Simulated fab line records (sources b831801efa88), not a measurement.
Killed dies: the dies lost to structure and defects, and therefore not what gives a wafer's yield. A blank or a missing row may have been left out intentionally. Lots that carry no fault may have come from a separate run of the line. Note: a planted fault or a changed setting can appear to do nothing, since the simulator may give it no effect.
A lot that was struck, set against a sound lot :: flow sky130 :: 25 steps out of a route of 708
Sound: the wafers L713.2, L713.5, L713.6. Struck: wafers L717.1, L717.2. (L717.6 of the same lot was not struck and is left out.) The cause comes at the end.
At each step with rows: each side's tool, then ch and its chambers, then its first start. Under that, the readings that differ: sound wafers :: struck wafers :: difference of the means :: sigmas: that difference in standard deviations of wafers without a fault.
alike: same words and numbers on both sides, and readings whose means sit less than 2 such deviations apart. not compared: any withheld reading, any reading some wafer has no value for, any bound like >300 that may hide the same value, and any number with overlapping values for which the record gives no deviation.
Wherever a step has rows on one side only, a row that says differs or no value, or a row with sigmas, the two part there. Non-overlapping numbers with no deviation appear without sigmas and do not part them. A reading that every wafer of one side lacks parts them only if that side has two wafers or more.

first, 9 steps without rows for these wafers: SKY_LI_CONTACT_ETCH_14 (etches BARC in N2/H2, stops on SiO2, time 45.9 s, target depth 60 nm); SKY_LI_CONTACT_ETCH_15 (etches PSG in C4F8/O2/Ar, stops on Si, target depth 600 nm); SKY_LI_CONTACT_STRIP_16 (strips in O2/N2); SKY_LI_CONTACT_CLEAN_17 (cleans in NMP, time 600 s); SKY_LI_CONTACT_PRE_CLEAN_18 (time 5.6 s); SKY_LI_CONTACT_SPUTTER_19 (material Ti, target thk 20 nm, time 106.37 s); SKY_LI_CONTACT_SPUTTER_20 (material TiN, target thk 20 nm, time 80 s); SKY_LI_CONTACT_CVD_21 (deposits W, target thk 400 nm, time 120.56 s); SKY_LI_CONTACT_CMP_24 (polishes, stops on PSG, t overpolish 20 s, target thk 0 nm).
SKY_LOCAL_INTERCONNECT_SPUTTER_00: material TiN, target thk 100 nm, time 83.3 s.
  sound: pvd-sputter-04 at day 31 20:51; struck: pvd-sputter-04 at day 33 13:11
reading: model.TiN_of_LOCAL_INTERCONNECT_SPUTTER_00.thk-nm (nm)
sound: 101.3 101.3 100.6
struck: 91.87 92.71
difference: -8.78
sigmas: 
  alike: throttle-valve-pct
SKY_LOCAL_INTERCONNECT_RS_MEAS_01: the measuring method here is four-point-probe.
  sound: film-metro-04 at day 31 20:56; struck: film-metro-04 at day 33 13:32
reading: LOCAL_INTERCONNECT_TIN_RS (ohm/sq)
sound: 13.94 13.93 14.04
struck: 15.46 15.29
difference: +1.41
sigmas: +12
  not compared: hold
SKY_LOCAL_INTERCONNECT_THK_MEAS_02: measures by xrf.
  sound: film-metro-04 at day 31 21:03; struck: film-metro-04 at day 33 16:31
reading: LOCAL_INTERCONNECT_TIN_THK (nm)
sound: 102.1 102.1 101.8
struck: 92.6 93.8
difference: -8.8
sigmas: -9
  not compared: hold
then, 8 steps without rows for these wafers: SKY_LOCAL_INTERCONNECT_HMDS_04 (prime time 60 s); SKY_LOCAL_INTERCONNECT_COAT_05 (resist thk 60 nm); SKY_LOCAL_INTERCONNECT_COAT_06 (resist thk 450 nm); SKY_LOCAL_INTERCONNECT_SOFTBAKE_07 (time 90 s); SKY_LOCAL_INTERCONNECT_EXPOSE_08 (exposes mask LI1M, target cd 170 nm); SKY_LOCAL_INTERCONNECT_PEB_09; SKY_LOCAL_INTERCONNECT_DEVELOP_10 (develop time 60 s); SKY_LOCAL_INTERCONNECT_ETCH_13 (etches BARC in N2/H2, stops on SiO2, time 45.9 s, target depth 60 nm).
SKY_LOCAL_INTERCONNECT_METAL_ETCH_14: etches TiN in Cl2/BCl3, stops on PSG, target depth 110 nm, time 31.4 s.
  sound on rie-metal-01 ch 0,1, day 33 01:37; struck on rie-metal-01 ch 0,1, day 34 16:49
reading: oes-product-au (a.u.)
sound: 0.949 0.956 0.949
struck: 0.893 0.894
difference: -0.058
sigmas: -9

reading: throttle-valve-pct (%)
sound: 21.896 21.883 21.895
struck: 21.924 21.908
difference: +0.025
sigmas: +3
  alike: bias-w, drypump-motor-current-A
  not compared: rf-hours-counter-h
then, 1 step without rows for these wafers: SKY_LOCAL_INTERCONNECT_STRIP_15 (strips in O2/N2).
SKY_LOCAL_INTERCONNECT_STRIP_16: strips in post etch residue remover, time 1200 s.
  sound on wet-bench-04 ch 3, day 33 01:47; struck on wet-bench-04 ch 2, day 34 16:58
reading: model.TiN_of_LOCAL_INTERCONNECT_SPUTTER_00.thk-nm (nm)
sound: 100.9 100.9 100.2
struck: 91.45 92.29
difference: -8.80
sigmas: 
then, 1 step without rows for these wafers: SKY_LOCAL_INTERCONNECT_CLEAN_17 (cleans in IPA, time 180 s).
-- here the record skips 15 days between the struck wafers' starts before and after, leaving off in module LOCAL_INTERCONNECT and picking up in module PAD_OPEN (first step shown: number 708 of the route) --
SKY_PAD_OPEN_PROBE_99:
  sound: prober-02 at day 48 03:37; struck: prober-02 at day 49 07:08
reading: model.etest.res-li.line-ohm-um
sound: 75.29 73.31 74.6
struck: 81.57 81.31
difference: +7.04
sigmas: 

reading: model.etest.res-li.rs-ohm-sq
sound: 12.64 12.72 12.75
struck: 13.94 13.82
difference: +1.18
sigmas: 
  alike: killed_at_M0_to_M3, killed_at_M4_up, killed-at-contacts, killed-at-front-end, killed-dies, killed-open, killed-short

== WHERE THEY PART ==
First at SKY_LOCAL_INTERCONNECT_RS_MEAS_01; last, within this record, at SKY_LOCAL_INTERCONNECT_METAL_ETCH_14. Later steps at which nothing parts them and some readings are alike: SKY_PAD_OPEN_PROBE_99.

WHY: whatever the simulator had introduced
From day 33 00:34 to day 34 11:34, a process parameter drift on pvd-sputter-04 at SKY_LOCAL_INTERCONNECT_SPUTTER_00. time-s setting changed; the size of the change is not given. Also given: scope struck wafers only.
